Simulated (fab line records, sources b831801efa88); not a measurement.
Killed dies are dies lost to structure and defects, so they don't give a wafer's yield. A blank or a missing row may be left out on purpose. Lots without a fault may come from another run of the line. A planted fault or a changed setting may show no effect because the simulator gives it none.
fab line records | flow sky130
record lots=13 wafers=39 last_day=50
route steps=708 shown METAL3@564 VIA3@587 METAL4@625 PAD_OPEN@708
lots that met no fault: from a run of the same line without faults
start_h: hours from the record's first day to the start of the lot's first wafer shown | wait_h: hours since the lot's step before | " the same as in the row above | L1.1+2: a row that stands for several wafers | - no value, or no start given | * or withheld: withheld | < > ~ a bound
route shown NAME@n: a module of which the file shows steps, and the number in the route of the first | usual: mean/standard deviation of fault-free wafers | same: alike in all rows | chamber/n: place in a boat | sites: the reading at each site | _std_site: their standard deviation | _edge_site: outer sites' mean less inner sites' | radius_mm: how far each site lies from the wafer's centre | mask NAME#n: copy n | behind: the tool/chamber that last shaped the wafer | hold: why the lot was held/for how many hours/how that ended | device: the transistor (n, p or np) that didn't switch | end of line: the same wafers' tests at the end of the route | a step without rows: its recipe alone | killed: dies lost to structure and defects at the first sort, not the wafer's yield | map: a wafer's dies, x killed, . not, _ none there
set.NAME: the setting as run; set.NAME@STEP: as run at that earlier step | model.NAME: the simulator's own value behind a step, which no gauge read
steps of the route over a sample of lots; a table a step, a row a wafer
services: from which hour (start_h, from the record's first day; less than 0 if before it) a tool's chamber was out of use, for how many hours, and why
## steps
# step SKY_METAL3_OVL_MEAS_14
# usual METAL3_OVL=0/5.9
# columns lot.wafer tool chamber start_h wait_h METAL3_OVL[nm]
L919.1 overlay-02 - 917.84 0.1 -3
L919.3 " - " " -9
L919.5 " - " " 0
L922.2 overlay-02 - 945.80 0.1 -2
L922.3 " - " " -2
L922.4 " - " " -8
L923.2 overlay-01 - 950.36 0.1 -6
L923.3 " - " " -5
L923.5 " - " " -6
L926.2 overlay-02 - 957.85 0.1 6
L926.3 " - " " -1
L926.4 " - " " 9
L924.3 overlay-02 - 959.01 0.1 1
L924.5 " - " " -6
L924.6 " - " " -8
L930.2 overlay-02 - 983.56 0.1 1
L930.3 " - " " 1
L930.5 " - " " 8
L929.1 overlay-01 - 987.54 0.1 -5
L929.3 " - " " 1
L929.6 " - " " -1
L932.3 overlay-02 - 999.35 0.1 4
L932.5 " - " " 2
L932.6 " - " " 3
L933.1 overlay-02 - 1024.53 0.1 -1
L933.2 " - " " -1
L933.4 " - " " 2
L935.3 overlay-02 - 1024.78 0.1 -3
L935.5 " - " " -5
L935.6 " - " " -2
L934.1 overlay-01 - 1024.99 0.1 5
L934.3 " - " " 5
L934.6 " - " " 9
L940.1 overlay-02 - 1053.89 0.1 -2
L940.5 " - " " 2
L940.6 " - " " -8
L941.2 overlay-01 - 1056.75 0.1 13
L941.5 " - " " 10
L941.6 " - " " 10
# step SKY_VIA3_ETCH_14
# recipe chemistry=N2/H2 target=BARC ion_energy_ev=200 source_w=500 bias_w=100 pressure_mtorr=30 n2_flow_sccm=100 h2_flow_sccm=200 stop_on=SiO2 time_s=45.9 target_depth_a=600
# usual drypump_motor_current_A=5.9/0.37 oes_product_au=0.856/0.0045 throttle_valve_pct=13.225/0.009
# columns lot.wafer tool chamber start_h wait_h drypump_motor_current_A oes_product_au rf_hours_counter_h throttle_valve_pct
L919.1 rie_diel-04 3 944.23 0.0 5.5 0.854 13 13.231
L919.3 " 0 " " 6.1 0.860 10 13.217
L919.5 " 2 " " 6.1 0.854 - 13.224
L922.2 rie_diel-02 2 971.23 0.0 5.8 0.858 20 13.223
L922.3 " 0 " " 6.2 0.860 20 13.221
L922.4 " 1 " " 5.7 0.858 11 13.229
L923.2 rie_diel-02 1 975.73 0.0 5.7 0.855 11 13.228
L923.3 " 3 " " 5.5 0.850 6 13.214
L923.5 " 0 " " 6.2 0.861 - 13.223
L926.2 rie_diel-02 3 983.47 0.0 5.5 0.848 6 13.220
L926.3 " 1 " " 5.7 0.855 12 13.210
L926.4 " 0 " " 6.2 0.855 20 13.224
L924.3 rie_diel-01 0 984.78 0.0 6.2 0.854 20 13.228
L924.5 " 2 " " 6.4 0.852 - 13.217
L924.6 " 0 " " 6.2 0.856 - 13.238
L930.2 rie_diel-01 3 1008.28 0.0 5.2 0.859 19 13.234
L930.3 " 1 " " 5.9 0.862 18 13.231
L930.5 " 2 " " 6.5 0.851 - 13.221
L929.1 rie_diel-02 3 1012.18 0.0 5.5 0.859 7 13.220
L929.3 " 0 " " 6.2 0.857 21 13.221
L929.6 " 2 " " 5.7 0.857 - 13.215
L932.3 rie_diel-02 2 1024.44 0.0 5.8 0.855 21 13.223
L932.5 " 0 " " 6.2 0.855 - 13.231
L932.6 " 1 " " 5.7 0.854 - 13.228
L933.1 rie_diel-01 2 1048.48 0.0 6.4 0.853 14 13.227
L933.2 " 0 " " 6.2 0.849 22 13.242
L933.4 " 3 " " 5.2 0.856 21 13.243
L935.3 rie_diel-04 1 1049.22 0.0 6.2 0.864 7 13.227
L935.5 " 2 " " 6.1 0.860 - 13.229
L935.6 " 3 " " 5.4 0.861 - 13.228
L934.1 rie_diel-01 1 1049.46 0.0 5.9 0.847 20 13.230
L934.3 " 3 " " 5.2 0.851 21 13.221
L934.6 " 0 " " 6.2 0.858 - 13.232
L940.1 rie_diel-04 1 1076.81 0.0 6.2 0.862 8 13.221
L940.5 " 3 " " 5.4 0.856 - 13.226
L940.6 " 2 " " 6.1 0.856 - 13.233
L941.2 rie_diel-02 3 1079.53 0.0 5.5 0.856 9 13.236
L941.5 " 1 " " 5.7 0.861 - 13.228
L941.6 " 2 " " 5.8 0.853 - 13.233
# step SKY_VIA3_CVD_21
# recipe material=W target_thk_nm=390 time_s=117.31 temp_c=400 pressure_torr=40
# usual heater_power_w=925/130
# columns lot.wafer tool chamber start_h wait_h heater_power_w
L919.1 cvd_w-01 1 945.02 0.0 843
L919.3 " 1 " " 848
L919.5 " 0 " " 755
L922.2 cvd_w-02 0 971.98 0.0 1121
L922.3 " 0 " " 1111
L922.4 " 1 " " 911
L923.2 cvd_w-01 1 976.49 0.0 847
L923.3 " 0 " " 779
L923.5 " 1 " " 836
L926.2 cvd_w-01 1 984.24 0.0 862
L926.3 " 0 " " 782
L926.4 " 1 " " 838
L924.3 cvd_w-02 0 985.58 0.1 1129
L924.5 " 1 " " 905
L924.6 " 0 " " 1112
L930.2 cvd_w-01 0 1009.04 0.0 792
L930.3 " 0 " " 776
L930.5 " 1 " " 848
L929.1 cvd_w-01 1 1012.94 0.0 864
L929.3 " 0 " " 805
L929.6 " 0 " " 770
L932.3 cvd_w-01 0 1025.30 0.1 793
L932.5 " 0 " " 787
L932.6 " 1 " " 841
L933.1 cvd_w-02 1 1049.28 0.0 914
L933.2 " 0 " " 1115
L933.4 " 1 " " 919
L935.3 cvd_w-02 1 1050.02 0.1 923
L935.5 " 1 " " 921
L935.6 " 0 " " 1124
L934.1 cvd_w-02 0 1050.26 0.0 1095
L934.3 " 0 " " 1114
L934.6 " 1 " " 911
L940.1 cvd_w-02 1 1077.88 0.0 918
L940.5 " 1 " " 905
L940.6 " 0 " " 1107
L941.2 cvd_w-01 1 1080.40 0.1 857
L941.5 " 1 " " 835
L941.6 " 1 " " 831
# step SKY_METAL4_SOFTBAKE_09
# recipe temp_c=100 time_s=90 resist=KrF-thick
# usual heater_power_total_W=57.36/0.11 plate_temp_C=100.00/0.13
# columns lot.wafer tool chamber start_h wait_h heater_power_total_W plate_temp_C
L919.1 litho_track-01 0 982 - 57.44 99.93
L919.3 " 0 " " 57.28 99.85
L919.5 " 0 " " 57.45 99.81
L922.2 litho_track-02 0 1008 - 57.38 99.86
L922.3 " 0 " " 57.39 99.80
L922.4 " 0 " " 57.20 100.13
L923.2 litho_track-01 0 1012 - 57.22 100.06
L923.3 " 0 " " 57.54 99.84
L923.5 " 0 " " 57.54 99.92
L926.2 litho_track-03 0 1020 - 57.47 100.00
L926.3 " 0 " " 57.24 99.90
L926.4 " 0 " " 57.23 99.70
L924.3 litho_track-02 0 1022 - 57.50 100.10
L924.5 " 0 " " 57.46 100.06
L924.6 " 0 " " 57.21 100.13
L930.2 litho_track-03 0 1044 - 57.32 100.00
L930.3 " 0 " " 57.20 99.82
L930.5 " 0 " " 57.56 99.98
L929.1 litho_track-01 0 1046 - 57.40 100.02
L929.3 " 0 1047 - 57.24 100.06
L929.6 " 0 " " 57.51 100.07
L932.3 litho_track-03 0 1059 - 57.93 100.80
L932.5 " 0 " " 57.69 100.67
L932.6 " 0 " " 57.75 100.83
L933.1 litho_track-02 0 1082 - 57.20 100.00
L933.2 " 0 " " 57.25 99.99
L933.4 " 0 " " 57.45 100.21
L935.3 litho_track-01 0 1083 - 57.21 99.82
L935.5 " 0 " " 57.33 99.96
L935.6 " 0 " " 57.27 99.99
L934.1 litho_track-03 0 1083 - 58.00 100.79
L934.3 " 0 " " 58.14 100.86
L934.6 " 0 " " 58.07 100.93
L940.1 litho_track-02 0 1111 - 57.32 99.78
L940.5 " 0 " " 57.43 99.87
L940.6 " 0 " " 57.37 99.99
L941.2 litho_track-01 0 1113 - 57.38 100.16
L941.5 " 0 " " 57.29 99.87
L941.6 " 0 " " 57.38 99.91
# step SKY_PAD_OPEN_PROBE_99
# usual defect_limited_yield=82.3/1.9 killed_at_M0_to_M3=44/7.3 killed_at_M4_up=3.4/1.7 killed_at_contacts=24/5.3 killed_at_front_end=15/4.1 killed_at_other=0.4/0.68 killed_dies=87/9.5 killed_open=48/7.1 killed_short=39/5.8 sort_bin_3_pad_short=0.8/0.39 sort_bin_5_function=10.4/1.4 sort_bin_6_memory=6.5/1.1 sort_n_pass=405/9.5 sort_yield_pct=82.3/1.9
# same gross_dies=492 killed_at_back_side=0 sort_bin_4_leakage[%]=0 sort_bin_8_speed[%]=0
# columns lot.wafer tool chamber start_h wait_h defect_limited_yield[%] killed_at_M0_to_M3 killed_at_M4_up killed_at_contacts killed_at_front_end killed_at_other killed_dies killed_open killed_short sort_bin_3_pad_short[%] sort_bin_5_function[%] sort_bin_6_memory[%] sort_n_pass sort_yield_pct[%]
L922.2 prober-02 - 1112.75 0.1 80.3 46 3 31 17 0 97 54 43 1.4 10.8 7.5 395 80.3
L922.3 prober-02 - 1112.80 0.2 82.7 46 3 19 17 0 85 42 42 1.0 9.1 7.1 407 82.7
L922.4 prober-02 - 1112.85 0.2 79.9 48 7 23 20 1 99 51 45 1.2 11.8 7.1 393 79.9
L923.2 prober-01 - 1114.25 0.1 81.7 47 2 21 20 0 90 48 41 1.4 11.2 5.7 402 81.7
L923.3 prober-01 - 1114.30 0.2 83.5 44 3 20 14 0 81 44 37 0.4 8.5 7.5 411 83.5
L923.5 prober-01 - 1114.40 0.2 85.6 37 1 16 17 0 71 37 32 0.4 8.5 5.5 421 85.6
L926.2 prober-02 - 1122.45 0.1 82.7 36 4 24 21 0 85 45 40 0.4 9.6 7.3 407 82.7
L926.3 prober-02 - 1122.50 0.2 82.3 47 1 29 10 0 87 52 35 0.6 10.8 6.3 405 82.3
L926.4 prober-02 - 1122.55 0.2 83.9 39 6 22 11 1 79 40 39 1.0 8.9 6.1 413 83.9
L924.3 prober-01 - 1123.94 0.2 84.3 33 2 23 15 4 77 40 32 0.8 10.0 4.9 415 84.3
L924.5 prober-01 - 1124.04 0.2 82.7 51 4 16 13 1 85 45 38 0.8 11.2 5.3 407 82.7
L924.6 prober-01 - 1124.09 0.2 82.9 43 3 18 20 0 84 44 40 1.0 9.6 6.5 408 82.9
L929.1 prober-02 - 1144.34 0.1 84.1 37 4 23 13 1 78 39 38 0.6 9.3 5.9 414 84.1
L929.3 prober-02 - 1144.44 0.2 85.0 39 4 14 16 1 74 36 38 1.4 9.8 3.9 418 85.0
L929.6 prober-02 - 1144.59 0.2 82.7 46 4 19 16 0 85 45 38 0.4 7.9 8.9 407 82.7
L935.3 prober-02 - 1175.94 0.2 82.7 37 5 23 20 0 85 42 42 1.4 9.6 6.3 407 82.7
L935.5 prober-02 - 1176.04 0.2 81.1 47 6 28 10 2 93 47 46 0.6 11.6 6.7 399 81.1
L935.6 prober-02 - 1176.09 0.2 84.1 43 3 18 13 1 78 44 34 0.6 10.0 5.3 414 84.1
# killed by level:class
L922.2 CONTACT:geometric_particle:open=11 LI_CONTACT:geometric_particle:open=10 VIA2:geometric_particle:open=9 VIA1:geometric_particle:short=8 VIA1:geometric_particle:open=7 METAL2:geometric_particle:short=6 FIELD_ISO:geometric_particle:short=5 POLY_GATE:geometric_particle:open=5
L922.3 CONTACT:geometric_particle:open=11 VIA1:geometric_particle:open=10 VIA1:geometric_particle:short=9 FIELD_ISO:geometric_particle:open=6 METAL1:geometric_particle:short=6 FIELD_ISO:geometric_particle:short=5 METAL2:geometric_particle:short=5 POLY_GATE:geometric_particle:short=3
L922.4 METAL1:geometric_particle:short=9 VIA2:geometric_particle:open=8 VIA1:geometric_particle:open=8 LI_CONTACT:geometric_particle:open=7 CONTACT:geometric_particle:open=7 FIELD_ISO:geometric_particle:open=5 POLY_GATE:geometric_particle:short=5 VIA3:geometric_particle:open=5
L923.2 VIA1:geometric_particle:open=13 VIA2:geometric_particle:open=7 LI_CONTACT:geometric_particle:open=6 VIA3:geometric_particle:open=6 FIELD_ISO:geometric_particle:short=4 VIA1:geometric_particle:short=4 POLY_GATE:geometric_particle:open=4 CONTACT:geometric_particle:short=4
L923.3 VIA1:geometric_particle:open=12 CONTACT:geometric_particle:open=9 VIA1:geometric_particle:short=6 VIA2:geometric_particle:short=6 VIA3:geometric_particle:open=5 POLY_GATE:geometric_particle:open=4 CONTACT:geometric_particle:short=4 METAL1:geometric_particle:short=4
L923.5 VIA3:geometric_particle:open=8 METAL3:geometric_particle:short=7 VIA1:geometric_particle:open=6 VIA2:geometric_particle:open=5 FIELD_ISO:geometric_particle:open=4 FIELD_ISO:geometric_particle:short=4 POLY_GATE:geometric_particle:short=4 LI_CONTACT:geometric_particle:open=4
L926.2 FIELD_ISO:geometric_particle:short=8 CONTACT:geometric_particle:open=8 METAL2:geometric_particle:short=6 VIA3:geometric_particle:open=6 VIA1:geometric_particle:open=6 POLY_GATE:geometric_particle:open=5 LOCAL_INTERCONNECT:geometric_particle:short=5 POLY_GATE:geometric_particle:short=4
L926.3 VIA3:geometric_particle:open=11 LI_CONTACT:geometric_particle:open=10 CONTACT:geometric_particle:open=9 VIA1:geometric_particle:open=7 METAL2:geometric_particle:short=5 CONTACT:geometric_particle:short=5 VIA2:geometric_particle:open=5 FIELD_ISO:geometric_particle:open=4
L926.4 CONTACT:geometric_particle:open=9 VIA1:geometric_particle:open=8 VIA2:geometric_particle:open=7 VIA3:geometric_particle:open=7 METAL4:geometric_particle:short=6 CONTACT:geometric_particle:short=6 LOCAL_INTERCONNECT:geometric_particle:short=4 METAL1:geometric_particle:short=4
L924.3 CONTACT:geometric_particle:open=12 VIA1:geometric_particle:open=9 VIA2:geometric_particle:open=7 FIELD_ISO:geometric_particle:short=4 LI_CONTACT:geometric_particle:open=4 METAL1:geometric_particle:short=4 PASSIVATION:coat_microbubble_printed=4 CONTACT:geometric_particle:short=3
L924.5 VIA1:geometric_particle:open=11 VIA1:geometric_particle:short=8 METAL1:geometric_particle:short=8 METAL2:geometric_particle:short=7 VIA2:geometric_particle:open=7 LI_CONTACT:geometric_particle:open=6 CONTACT:geometric_particle:open=6 VIA3:geometric_particle:open=6
L924.6 VIA1:geometric_particle:open=10 VIA1:geometric_particle:short=7 POLY_GATE:geometric_particle:short=6 LI_CONTACT:geometric_particle:open=6 CONTACT:geometric_particle:short=5 METAL1:geometric_particle:short=5 VIA3:geometric_particle:open=5 FIELD_ISO:geometric_particle:short=3
L929.1 METAL2:geometric_particle:short=10 CONTACT:geometric_particle:open=8 VIA3:geometric_particle:open=8 VIA1:geometric_particle:open=6 LI_CONTACT:geometric_particle:short=5 LI_CONTACT:geometric_particle:open=5 FIELD_ISO:geometric_particle:open=4 METAL1:geometric_particle:short=3
L929.3 VIA1:geometric_particle:open=9 VIA1:geometric_particle:short=6 VIA3:geometric_particle:open=6 FIELD_ISO:geometric_particle:open=5 VIA2:geometric_particle:short=5 POLY_GATE:geometric_particle:short=4 CONTACT:geometric_particle:open=4 METAL4:geometric_particle:short=4
L929.6 VIA1:geometric_particle:open=14 CONTACT:geometric_particle:open=9 METAL1:geometric_particle:short=7 VIA3:geometric_particle:open=6 VIA2:geometric_particle:open=4 METAL3:geometric_particle:short=4 FIELD_ISO:geometric_particle:short=3 POLY_GATE:geometric_particle:short=3
L935.3 VIA1:geometric_particle:open=11 LI_CONTACT:geometric_particle:open=8 VIA2:geometric_particle:open=6 CONTACT:geometric_particle:open=5 METAL2:geometric_particle:short=5 FIELD_ISO:geometric_particle:short=4 POLY_GATE:geometric_particle:open=4 POLY_GATE:geometric_particle:short=4
L935.5 CONTACT:geometric_particle:open=10 VIA1:geometric_particle:open=9 METAL2:geometric_particle:short=9 LI_CONTACT:geometric_particle:open=8 VIA1:geometric_particle:short=8 FIELD_ISO:geometric_particle:open=6 CONTACT:geometric_particle:short=6 METAL4:geometric_particle:short=6
L935.6 VIA1:geometric_particle:open=9 METAL1:geometric_particle:short=6 VIA2:geometric_particle:open=6 VIA3:geometric_particle:open=6 LI_CONTACT:geometric_particle:open=5 CONTACT:geometric_particle:short=5 METAL2:geometric_particle:short=5 POLY_GATE:geometric_particle:short=4
## services
# columns tool chamber start_h hours kind
litho_track-03 - 934.60 - consumable_replace:filter
rie_diel-01 2 960.37 3.7 repair
litho_track-02 - 962.76 - consumable_replace:filter
rie_diel-01 1 981.52 7.1 repair
rie_diel-04 0 992.52 13.9 repair
cvd_w-02 1 999.41 4.8 repair
rie_diel-04 3 1010.11 16.0 repair
cvd_w-01 - 1026.86 6.9 pm
cvd_w-01 - 1046.43 14.6 pm
rie_diel-01 - 1051.56 2.8 pm
cvd_w-02 - 1061.03 6.0 pm
rie_diel-01 - 1075.56 0.3 repair
cvd_w-01 0 1080.13 4.2 repair
litho_track-01 - 1084.03 - consumable_replace:filter
rie_diel-01 3 1100.10 6.0 repair
cvd_w-01 - 1106.83 2.8 pm
rie_diel-04 2 1111.72 18.8 repair
## key
first_sign step=SKY_METAL4_SOFTBAKE_09 reading=plate_temp_C direction=up sigmas=6.1 usual=* struck=*
effect step=SKY_METAL4_SOFTBAKE_09 reading=heater_power_total_W direction=up sigmas=5 usual=* struck=*
met_at SKY_METAL4_SOFTBAKE_09
struck_lots L932,L934
not_acting_at SKY_METAL3_OVL_MEAS_14,SKY_VIA3_ETCH_14,SKY_VIA3_CVD_21
onset_between 1044 1059
fault kind=process_parameter_drift tool=litho_track-03 chamber=- onset_h=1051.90 steps=SKY_METAL4_SOFTBAKE_09 channel=temp_c offset=* shape=step end_h=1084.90 acts_in=* stated=*
